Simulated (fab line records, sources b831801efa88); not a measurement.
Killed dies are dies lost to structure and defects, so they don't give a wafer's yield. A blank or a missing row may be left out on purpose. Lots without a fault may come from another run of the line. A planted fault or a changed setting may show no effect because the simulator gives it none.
fab line records | flow gf180mcu
record lots=6 wafers=18 last_day=34
route steps=602 shown TOP_METAL@575 PASSIVATION@587
lots that met no fault: from a run of the same line without faults
start_h: hours from the record's first day to the start of the lot's first wafer shown | wait_h: hours since the lot's step before | " the same as in the row above | L1.1+2: a row that stands for several wafers | - no value, or no start given | * or withheld: withheld | < > ~ a bound
route shown NAME@n: a module of which the file shows steps, and the number in the route of the first | usual: mean/standard deviation of fault-free wafers | same: alike in all rows | chamber/n: place in a boat | sites: the reading at each site | _std_site: their standard deviation | _edge_site: outer sites' mean less inner sites' | radius_mm: how far each site lies from the wafer's centre | mask NAME#n: copy n | behind: the tool/chamber that last shaped the wafer | hold: why the lot was held/for how many hours/how that ended | device: the transistor (n, p or np) that didn't switch | end of line: the same wafers' tests at the end of the route | a step without rows: its recipe alone | killed: dies lost to structure and defects at the first sort, not the wafer's yield | map: a wafer's dies, x killed, . not, _ none there
set.NAME: the setting as run; set.NAME@STEP: as run at that earlier step | model.NAME: the simulator's own value behind a step, which no gauge read
lots at some steps of the route; a table a step, a row a wafer
services: from which hour (start_h, from the record's first day; less than 0 if before it) a tool's chamber was out of use, for how many hours, and why
## steps
# step GF_TOP_METAL_HMDS_08
# recipe prime_time_s=60 prime_temp_c=120
# step GF_TOP_METAL_COAT_09
# recipe resist=NOVOLAK spin_rpm=3064 resist_thk_nm=1500
# step GF_TOP_METAL_SOFTBAKE_10
# recipe temp_c=90 time_s=60 resist=NOVOLAK
# step GF_TOP_METAL_EXPOSE_11
# recipe mask_id=MetalTop target_cd_nm=440 na=0.6 source_shape=conventional sigma_outer=0.6 dose_mj=170
# step GF_TOP_METAL_PEB_12
# recipe temp_c=withheld time_s=* resist=NOVOLAK
# step GF_TOP_METAL_DEVELOP_13
# recipe develop_time_s=60 dev_temp_c=23
# step GF_TOP_METAL_CD_MEAS_14
# recipe target_cd_nm=440
# usual cd_nm=438.1/2
# columns lot.wafer tool chamber start_h wait_h cd_nm
L308.2 cd_sem-01 - 688.64 0.1 439.0
L308.3 " - " " 436.3
L308.5 " - " " 437.0
L309.4 cd_sem-01 - 699.06 0.1 438.9
L309.5 " - " " 441.3
L309.6 " - " " 440.3
L310.1 cd_sem-01 - 706.24 0.2 438.5
L310.2 " - " " 437.2
L310.5 " - " " 439.7
L318.3 cd_sem-02 - 757.38 0.1 435.7
L318.4 " - " " 438.3
L318.5 " - " " 437.6
L321.2 cd_sem-01 - 770.19 0.1 437.0
L321.3 " - " " 438.1
L321.5 " - " " 437.9
L324.1 cd_sem-02 - 789.39 0.1 439.2
L324.4 " - " " 438.4
L324.5 " - " " 437.6
# step GF_TOP_METAL_OVL_MEAS_15
# usual TOP_METAL_OVL=1.1/1.5
# columns lot.wafer tool chamber start_h wait_h TOP_METAL_OVL[nm]
L308.2 overlay-01 - 688.75 0.1 0.7
L308.3 " - " " 0.5
L308.5 " - " " 0.8
L309.4 overlay-02 - 699.14 0.1 2.7
L309.5 " - " " 2.1
L309.6 " - " " 2.4
L310.1 overlay-01 - 706.36 0.1 -0.2
L310.2 " - " " -1.4
L310.5 " - " " -0.8
L318.3 overlay-02 - 757.47 0.1 1.4
L318.4 " - " " 2.7
L318.5 " - " " 0.7
L321.2 overlay-01 - 770.30 0.1 1.0
L321.3 " - " " 1.3
L321.5 " - " " 1.9
L324.1 overlay-02 - 789.51 0.1 2.0
L324.4 " - " " 2.3
L324.5 " - " " 2.1
# step GF_TOP_METAL_METAL_ETCH_16
# recipe chemistry=Cl2/BCl3 mask_material=NOVOLAK target_depth_nm=1197 stop_on=SiO2 pressure_mtorr=8 icp_w=800 bias_w=140 Cl2_flow_sccm=80 bcl3_flow_sccm=40 time_s=199.5
# usual chamber_pressure_mTorr=8.001/0.0075 drypump_motor_current_A=5.7/0.58 oes_product_au=0.988/0.006 throttle_valve_pct=28.231/0.01
# same time_s=199.5
# columns lot.wafer tool chamber start_h wait_h chamber_pressure_mTorr drypump_motor_current_A oes_product_au rf_hours_counter_h throttle_valve_pct
L308.2 rie_metal-04 0 688.78 0.0 7.996 5.2 0.980 11 28.240
L308.3 " 0 " " 7.996 5.2 0.979 - 28.229
L308.5 " 1 " " 7.989 6.3 0.990 - 28.210
L309.4 rie_metal-04 1 699.22 0.1 8.012 6.3 0.991 - 28.250
L309.5 " 0 " " 8.003 5.2 0.981 - 28.236
L309.6 " 1 " " 7.996 6.3 0.983 - 28.214
L310.1 rie_metal-03 0 706.40 0.0 7.994 4.9 0.979 6 28.243
L310.2 " 1 " " 7.987 6.5 0.989 5 28.229
L310.5 " 0 " " 7.999 4.9 0.986 - 28.225
L318.3 rie_metal-03 1 757.56 0.1 7.994 6.5 0.996 - 28.212
L318.4 " 0 " " 8.012 4.9 0.979 - 28.251
L318.5 " 1 " " 7.982 6.5 0.993 - 28.222
L321.2 rie_metal-02 1 770.33 0.0 7.999 5.9 0.987 13 28.232
L321.3 " 1 " " 8.013 5.9 0.986 - 28.230
L321.5 " 0 " " 7.989 5.7 0.996 - 28.242
L324.1 rie_metal-03 1 789.55 0.0 7.983 6.5 0.995 8 28.228
L324.4 " 0 " " 8.000 4.9 0.989 - 28.232
L324.5 " 1 " " 7.999 6.5 0.997 - 28.226
# step GF_TOP_METAL_STRIP_17
# recipe chemistry=O2/N2 power_w=1400 pressure_mtorr=1500 platen_temp_c=250 o2_flow_sccm=3000 n2_flow_sccm=300 overash_fraction=0.5
# usual chamber_pressure_mTorr=1499.8/1.4 drypump_motor_current_A=5.9/0.7 heater_power_w=329/24 n2_flow_sccm=300.0/0.94 oes_product_au=0.710/0.0047 strip_time_to_endpoint_s=12.78/0.066
# columns lot.wafer tool chamber start_h wait_h chamber_pressure_mTorr drypump_motor_current_A heater_power_w n2_flow_sccm oes_product_au rf_hours_counter_h strip_time_to_endpoint_s
L308.2 plasma_asher-04 1 688.97 0.1 1500.2 4.7 363 300.5 0.702 61 12.86
L308.3 " 1 " " 1501.1 4.7 357 299.4 0.702 - 12.78
L308.5 " 1 " " 1500.9 4.7 362 299.6 0.699 - 12.76
L309.4 plasma_asher-01 1 699.38 0.1 1498.8 5.8 312 299.2 0.708 - 12.80
L309.5 " 1 " " 1499.3 5.8 307 298.9 0.705 - 12.82
L309.6 " 0 " " 1500.2 5.6 291 301.5 0.701 - 12.84
L310.1 plasma_asher-01 1 706.59 0.1 1500.2 5.8 320 300.4 0.709 93 12.86
L310.2 " 0 " " 1500.9 5.6 296 297.8 0.706 93 12.78
L310.5 " 0 " " 1498.3 5.6 294 300.5 0.710 - 12.79
L318.3 plasma_asher-03 0 757.72 0.1 1500.7 6.7 348 302.0 0.707 - 12.60
L318.4 " 1 " " 1504.1 6.0 309 299.6 0.710 - 12.79
L318.5 " 1 " " 1500.3 6.0 299 299.1 0.710 - 12.61
L321.2 plasma_asher-04 1 770.58 0.2 1500.4 4.7 370 299.8 0.710 72 12.76
L321.3 " 1 " " 1500.2 4.8 360 298.6 0.709 - 12.66
L321.5 " 0 " " 1502.1 6.7 340 299.1 0.711 - 12.67
L324.1 plasma_asher-03 1 789.74 0.1 1501.1 6.0 308 300.0 0.703 5 12.67
L324.4 " 1 " " 1500.0 6.0 305 300.0 0.709 - 12.87
L324.5 " 1 " " 1501.2 6.0 307 300.0 0.708 - 12.80
# step GF_TOP_METAL_STRIP_18
# recipe chemistry=post_etch_residue_remover time_s=1200 temp_c=72.5
# step GF_TOP_METAL_CLEAN_19
# recipe chemistry=DIW dry=n2_spin
# step GF_PASSIVATION_CVD_00
# recipe material=SiO2 target_thk_nm=1000 precursor=TEOS temp_c=400 time_s=111.95 rf_w=600
# usual heater_power_w=630/79 rf_fwd_power_W=596.0/2.1
# same time_s=111.95
# columns lot.wafer tool chamber start_h wait_h heater_power_w rf_fwd_power_W model.SiO2_of_PASSIVATION_CVD_00.thk_nm
L308.2 pecvd-04 0 689.50 0.0 690 596.1 995
L308.3 " 2 " " 598 596.4 1011
L308.5 " 2 " " 468 596.8 1015
L309.4 pecvd-02 1 699.92 0.0 699 597.2 1005
L309.5 " 2 " " 590 592.7 1008
L309.6 " 0 " " 703 691.3 1051
L310.1 pecvd-02 0 707.12 0.0 661 688.8 1024
L310.2 " 2 " " 625 595.1 980.8
L310.5 " 1 " " 650 595.8 996.5
L318.3 pecvd-04 1 758.56 0.0 661 599.2 977.8
L318.4 " 2 " " 576 595.6 1015
L318.5 " 0 " " 712 596.8 992.4
L321.2 pecvd-04 2 771.15 0.0 589 595.3 1003
L321.3 " 0 " " 685 596.9 978.3
L321.5 " 0 " " 735 598.6 1005
L324.1 pecvd-02 0 790.27 0.0 729 598.1 976.1
L324.4 " 2 " " 614 592.6 982.6
L324.5 " 1 " " 630 596.6 1007
# step GF_PASSIVATION_THK_MEAS_01
# recipe reads=SiO2_of_PASSIVATION_CVD_00
# usual PASSIVATION_CVD_00_THK=995/12
# columns lot.wafer tool chamber start_h wait_h PASSIVATION_CVD_00_THK[nm]
L308.2 film_metro-03 - 689.59 0.0 995
L308.3 " - " " 1011
L308.5 " - " " 1015
L309.4 film_metro-01 - 699.99 0.0 1005
L309.5 " - " " 1007
L309.6 " - " " 1051
L310.1 film_metro-04 - 707.20 0.0 1025
L310.2 " - " " 981
L310.5 " - " " 997
L318.3 film_metro-01 - 758.66 0.1 978
L318.4 " - " " 1016
L318.5 " - " " 992
L321.2 film_metro-01 - 771.24 0.0 1004
L321.3 " - " " 978
L321.5 " - " " 1004
L324.1 film_metro-03 - 790.35 0.0 976
L324.4 " - " " 983
L324.5 " - " " 1006
# step GF_PASSIVATION_CVD_02
# recipe material=Si3N4 target_thk_nm=700 time_s=486.18 temp_c=400 rf_w=450
# usual heater_power_w=673/82 rf_fwd_power_W=449.0/1.4
# same time_s=486.18
# columns lot.wafer tool chamber start_h wait_h heater_power_w rf_fwd_power_W
L308.2 pecvd-03 0 689.64 0.0 695 450.5
L308.3 " 1 " " 826 448.0
L308.5 " 1 " " 671 447.9
L309.4 pecvd-03 2 700.17 0.2 582 447.3
L309.5 " 1 " " 759 450.2
L309.6 " 0 " " 683 445.3
L310.1 pecvd-03 2 707.26 0.1 634 448.4
L310.2 " 0 " " 699 448.1
L310.5 " 0 " " 714 445.6
L318.3 pecvd-02 0 758.85 0.2 845 449.7
L318.4 " 1 " " 749 451.3
L318.5 " 1 " " 604 449.5
L321.2 pecvd-03 2 771.29 0.0 570 449.4
L321.3 " 1 " " 812 450.3
L321.5 " 2 " " 604 447.5
L324.1 pecvd-04 2 790.41 0.1 650 447.5
L324.4 " 1 " " 646 450.3
L324.5 " 2 " " 512 447.1
## services
# columns tool chamber start_h hours kind
pecvd-02 0 675.91 6.5 repair
pecvd-02 - 682.50 3.2 repair
pecvd-04 - 699.59 14.6 pm
rie_metal-02 - 700.49 1.4 pm
rie_metal-02 0 704.63 13.4 repair
pecvd-04 - 714.19 6.0 pm
plasma_asher-01 - 717.23 28.1 pm
rie_metal-03 1 729.19 20.0 repair
plasma_asher-03 - 733.75 9.0 pm
plasma_asher-03 0 733.75 9.0 vent_cycle
plasma_asher-03 1 733.75 9.0 vent_cycle
plasma_asher-03 0 742.75 - clean
plasma_asher-03 1 742.75 - clean
rie_metal-02 - 753.82 0.3 repair
pecvd-02 2 756.26 15.4 repair
## key
first_sign step=GF_PASSIVATION_CVD_00 reading=rf_fwd_power_W direction=up sigmas=44 usual=596.0 struck=690.1
effect step=GF_PASSIVATION_THK_MEAS_01 reading=PASSIVATION_CVD_00_THK direction=up sigmas=3.5 usual=995 struck=1038
model_effect step=GF_PASSIVATION_CVD_00 value=SiO2_of_PASSIVATION_CVD_00.thk_nm without=992 struck=1038
met_at GF_PASSIVATION_CVD_00
struck_wafers L309.6,L310.1
fault kind=process_parameter_drift tool=pecvd-02 chamber=0 onset_h=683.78 steps=GF_PASSIVATION_CVD_00 channel=rf_w offset=96 shape=step end_h=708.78 acts_in=these_recipes_only stated=600
